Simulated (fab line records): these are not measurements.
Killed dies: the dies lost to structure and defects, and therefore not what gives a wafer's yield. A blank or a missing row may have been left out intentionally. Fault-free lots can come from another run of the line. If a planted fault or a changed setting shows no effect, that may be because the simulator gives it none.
Which of the tools did it? :: flow gf180mcu :: 6 lots, 18 wafers sampled, at 5 steps of a route of 602

## WHAT THE GAUGES SHOWED, per wafer
GF_MVSD_TW_MEAS_11.
lot: L247
measured: day 4 16:30
on: film_metro-01
MVSD_TW: 1567 1561 1564

lot: L250
measured: day 5 08:38
on: film_metro-04
MVSD_TW: 1614 1614 1625

lot: L252
measured: day 5 20:45
on: film_metro-01
MVSD_TW: 1559 1553 1558

lot: L254
measured: day 6 08:29
on: film_metro-04
MVSD_TW: 1617 1612 1619

lot: L257
measured: day 7 02:08
on: film_metro-01
MVSD_TW: 1554 1556 1574

lot: L262
measured: day 8 09:59
on: film_metro-04
MVSD_TW: 1630 1621 1622

## WHAT TOOL EACH LOT RAN ON (gives the tool, then ch and the chambers of the sampled wafers, and finally the start)
lot: L247
GF_STI_ETCH_14: rie_si-02 ch 0,1,2, day 2 06:23
GF_DNWELL_STRIP_08: plasma_asher-01 ch 0,1, day 2 23:05
GF_LVPWELL_STRIP_10: plasma_asher-02 ch 0,1, day 4 02:34
GF_MVSD_STRIP_10: plasma_asher-01 ch 0,1, day 4 16:25

lot: L250
GF_STI_ETCH_14: rie_si-01 ch 0,1, day 2 22:08
GF_DNWELL_STRIP_08: plasma_asher-01 ch 0, day 3 15:15
GF_LVPWELL_STRIP_10: plasma_asher-02 ch 0,1, day 4 18:56
GF_MVSD_STRIP_10: plasma_asher-04 ch 0,1, day 5 08:32

lot: L252
GF_STI_ETCH_14: rie_si-02 ch 0,1,3, day 3 07:56
GF_DNWELL_STRIP_08: plasma_asher-02 ch 0,1, day 4 01:56
GF_LVPWELL_STRIP_10: plasma_asher-04 ch 0,1, day 5 05:41
GF_MVSD_STRIP_10: plasma_asher-04 ch 0,1, day 5 20:40

lot: L254
GF_STI_ETCH_14: rie_si-02 ch 0,1,2, day 3 19:23
GF_DNWELL_STRIP_08: plasma_asher-03 ch 0,1, day 4 13:07
GF_LVPWELL_STRIP_10: plasma_asher-04 ch 0,1, day 5 17:49
GF_MVSD_STRIP_10: plasma_asher-04 ch 0,1, day 6 08:23

lot: L257
GF_STI_ETCH_14: rie_si-02 ch 0,1,2, day 4 11:02
GF_DNWELL_STRIP_08: plasma_asher-03 ch 0, day 5 05:07
GF_LVPWELL_STRIP_10: plasma_asher-02 ch 0,1, day 6 10:35
GF_MVSD_STRIP_10: plasma_asher-04 ch 0,1, day 7 02:02

lot: L262
GF_STI_ETCH_14: rie_si-02 ch 0,2, day 5 13:41
GF_DNWELL_STRIP_08: plasma_asher-03 ch 0,1, day 6 10:03
GF_LVPWELL_STRIP_10: plasma_asher-04 ch 0,1, day 7 17:35
GF_MVSD_STRIP_10: plasma_asher-04 ch 0,1, day 8 09:53
- GF_STI_ETCH_14: etches Si in HBr/Cl2/O2, target depth 360 nm, time 102.9 s.
- GF_DNWELL_STRIP_08: strips in O2/N2.
- GF_LVPWELL_STRIP_10: strips in O2/N2.
- GF_MVSD_STRIP_10: strips in O2/N2.

## THE ANSWER, worked out from the rows above alone
Rule: usual is defined by the lots themselves. Put in order of their means at a reading, lots are off if they are a third of the lots or fewer, leave a main group of 4 or more, and stand apart from it by a gap of 3 or more times the standard deviation of the main group's means; of several such gaps the widest counts. Not used: any main group whose means are identical at the precision the tables above print for the reading. A lot without any number at a reading at which 4 lots or more have one is off too. The other lots that the step has rows for count as sound.
Across all readings shown, no lot is off: no conclusion can be drawn from this.

## WHAT THE SIMULATOR PUT IN
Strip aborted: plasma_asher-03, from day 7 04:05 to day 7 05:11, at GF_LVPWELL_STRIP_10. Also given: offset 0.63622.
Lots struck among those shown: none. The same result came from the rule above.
